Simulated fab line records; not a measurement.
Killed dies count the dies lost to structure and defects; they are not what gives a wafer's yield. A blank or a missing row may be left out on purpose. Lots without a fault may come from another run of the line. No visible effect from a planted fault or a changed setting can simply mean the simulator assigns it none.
Matching of chambers    flow gf180mcu    4 sister chambers for GF_POLY_GATE_ETCH_13 on rie si-02
The step etches poly-Si in HBr/Cl2, stops on SiO2, target depth 198.5 nm, time 69.6 s. 20 wafers are shown with their chamber, then 10 later ones without.

## WAFERS WITH THEIR CHAMBER
wafer   chamber  drypump motor current A (A)  throttle valve pct (%)  oes product au (a.u.)
L408.2  0        6.3                          33.687                  0.991
L408.4  1        6.1                          33.677                  0.985
L408.6  0        6.3                          33.691                  0.993
L409.3  0        6.3                          33.680                  0.995
L409.4  3        5.6                          33.675                  0.991
L409.6  0        6.3                          33.704                  0.997
L410.1  3        5.7                          33.691                  0.991
L410.3  2        4.9                          33.698                  0.987
L410.5  3        5.7                          33.686                  0.991
L411.4  3        5.7                          33.679                  0.983
L411.5  0        6.3                          33.695                  0.992
L411.6  2        4.9                          33.689                  0.989
L421.1  3        5.7                          33.690                  0.990
L421.4  1        6.1                          33.685                  1.001
L421.5  1        6.1                          33.671                  0.999
L424.1  1        6.1                          33.690                  0.989
L424.2  2        4.9                          33.686                  0.995
L424.3  0        6.3                          33.677                  0.984
L426.3  1        6.1                          33.692                  0.994
L426.5  2        4.9                          33.692                  0.982

SIGNATURES (means of the wafers above)
reading                  chamber 0  chamber 1  chamber 2  chamber 3  scatter within a chamber
drypump motor current A  6.300      6.100      4.900      5.680      0.0224
throttle valve pct       33.68900   33.68300   33.69125   33.68420   0.00822
oes product au           0.99200    0.99360    0.98825    0.98920    0.00509
Rule: distance of a wafer from a chamber = root of the sum over the readings of ((wafer's reading minus chamber's mean) / reading's scatter) squared. The wafer belongs to the nearest chamber; if the next one is less than 2 further off, it can't be placed. How the scatter is found: for the shown wafers, subtract from each reading the mean of its chamber, square and add these, divide the total by (wafers less chambers), then take the root.

## WAFERS MISSING THEIR CHAMBER
wafer   drypump motor current A (A)  throttle valve pct (%)  oes product au (a.u.)
L426.6  6.1                          33.674                  0.981
L427.1  6.3                          33.680                  0.967
L427.4  4.9                          33.691                  0.988
L427.5  6.1                          33.697                  0.989
L428.1  6.1                          33.699                  0.987
L428.4  4.9                          33.687                  0.972
L428.6  6.1                          33.677                  1.001
L429.2  6.1                          33.679                  1.002
L429.4  6.1                          33.685                  0.994
L429.6  4.9                          33.694                  0.989

## EACH ONE'S CHAMBER
wafer   from the rows above  in truth
L426.6  1                    1
L427.1  0                    0
L427.4  2                    2
L427.5  1                    1
L428.1  1                    1
L428.4  2                    2
L428.6  1                    1
L429.2  1                    1
L429.4  1                    1
L429.6  2                    2
Placed correctly: 10 of 10. Number that these rows cannot place: 0. Wrongly placed: 0.
